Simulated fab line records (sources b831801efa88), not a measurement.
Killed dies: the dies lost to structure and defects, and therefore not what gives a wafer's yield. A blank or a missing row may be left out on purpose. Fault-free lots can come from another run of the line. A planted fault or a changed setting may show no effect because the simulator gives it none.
A lot that was struck, set against a sound lot || flow sfq_line || 14 steps out of a route of 325
Sound: the wafers L959.2, L959.3, L959.4. Struck: wafer L963.2. (L963.1, L963.5 of the same lot were not struck and are left out.) The cause comes at the end.
Order at every step that has rows: each side's tool, ch and its chambers, its first start. Under that, the readings that differ: sound wafers || struck wafers || difference of the means || sigmas: that difference in standard deviations of wafers without a fault.
alike: words and numbers the same on both sides, and readings whose means are apart by under 2 such deviations; not compared: readings that were withheld, readings missing a value for some wafer, numbers with overlapping values and no deviation given by the record, and bounds like >300 which may hide the same value.
Wherever a step has rows on one side only, a row that says differs or no value, or a row with sigmas, the two part there. Non-overlapping numbers with no deviation appear without sigmas and do not part them. A reading that every wafer of one side lacks parts them only if that side has two wafers or more.

SFQ_INCOMING_BOW_MEAS_900:
  sound on film_metro-03 at day 5 04:01; struck on film_metro-02 at day 6 00:00
  alike: INCOMING_BOW
then, 1 step without rows for these wafers: SFQ_TRILAYER_INCOMING_OXIDATION_002 (target thk 500 nm, ox time 4939 s).
SFQ_TRILAYER_L0_DEP_SPUTTER_003: material MoNx KI, target thk 40 nm, time 100 s.
  sound on pvd_sputter-06 at day 5 06:29; struck on pvd_sputter-05 at day 6 02:29
  alike: throttle_valve_pct
SFQ_L0_RS_MEAS_901: measurement is done with a four-point probe.
  sound on film_metro-04 at day 5 06:35; struck on film_metro-04 at day 6 02:34
{"reading": "L0_MONX_KI_RS (ohm/sq)", "sound": "43.0 43.4 42.9", "struck": 46.4, "difference": "+3.3", "sigmas": "+8"}
SFQ_L0_THK_MEAS_902: measures by xrf.
  sound on film_metro-04 at day 5 06:41; struck on film_metro-04 at day 6 02:41
{"reading": "L0_MONX_KI_THK (nm)", "sound": "40.0 39.5 40.0", "struck": 37.4, "difference": -2.4, "sigmas": -6}
then, 6 steps without rows for these wafers: SFQ_TRILAYER_L0_LITHO_COAT_010 (resist thk 62 nm); SFQ_TRILAYER_L0_LITHO_COAT_005 (resist thk 600 nm); SFQ_TRILAYER_L0_LITHO_SOFTBAKE_009; SFQ_TRILAYER_L0_LITHO_EXPOSE_006 (exposes mask L0, target cd 2000 nm); SFQ_TRILAYER_L0_LITHO_PEB_008 (peb time 60 s); SFQ_TRILAYER_L0_LITHO_DEVELOP_007 (time 60 s).
-- the record jumps here: 4 days lie between the struck wafers' starts before and after --
SFQ_TRILAYER_L0_BARC_OPEN_METAL_ETCH_010: etches BARC in O2, target depth 125 nm, time 41.7 s.
  sound on rie_metal-04 ch 0,1, day 8 16:22; struck on rie_metal-01 ch 0, day 9 19:23
  alike: drypump_motor_current_A, oes_product_au, rf_fwd_power_W
  not compared: rf_hours_counter_h
SFQ_TRILAYER_L0_ETCH_METAL_ETCH_008: etches MoNx KI in SF6/O2, stops on SiO2, target depth 50 nm, time 25 s.
  sound on rie_metal-04 ch 0,1, day 8 16:25; struck on rie_metal-01 ch 0, day 9 19:26
{"reading": "oes_product_au (a.u.)", "sound": "0.873 0.873 0.880", "struck": 0.844, "difference": -0.031, "sigmas": -5}
  alike: drypump_motor_current_A, rf_fwd_power_W
  not compared: rf_hours_counter_h
SFQ_TRILAYER_L0_STRIP_STRIP_009: strips in O2.
  sound on rie_metal-04 ch 0,1, day 8 16:28; struck on rie_metal-01 ch 0, day 9 19:29
  alike: drypump_motor_current_A, oes_product_au, platen_temp_c
  not compared: rf_hours_counter_h

== WHERE THEY PART ==
First at SFQ_L0_RS_MEAS_901; last, within this record, at SFQ_TRILAYER_L0_ETCH_METAL_ETCH_008. Later steps at which nothing parts them and some readings are alike: SFQ_TRILAYER_L0_STRIP_STRIP_009.

WHY: what the simulator had put in
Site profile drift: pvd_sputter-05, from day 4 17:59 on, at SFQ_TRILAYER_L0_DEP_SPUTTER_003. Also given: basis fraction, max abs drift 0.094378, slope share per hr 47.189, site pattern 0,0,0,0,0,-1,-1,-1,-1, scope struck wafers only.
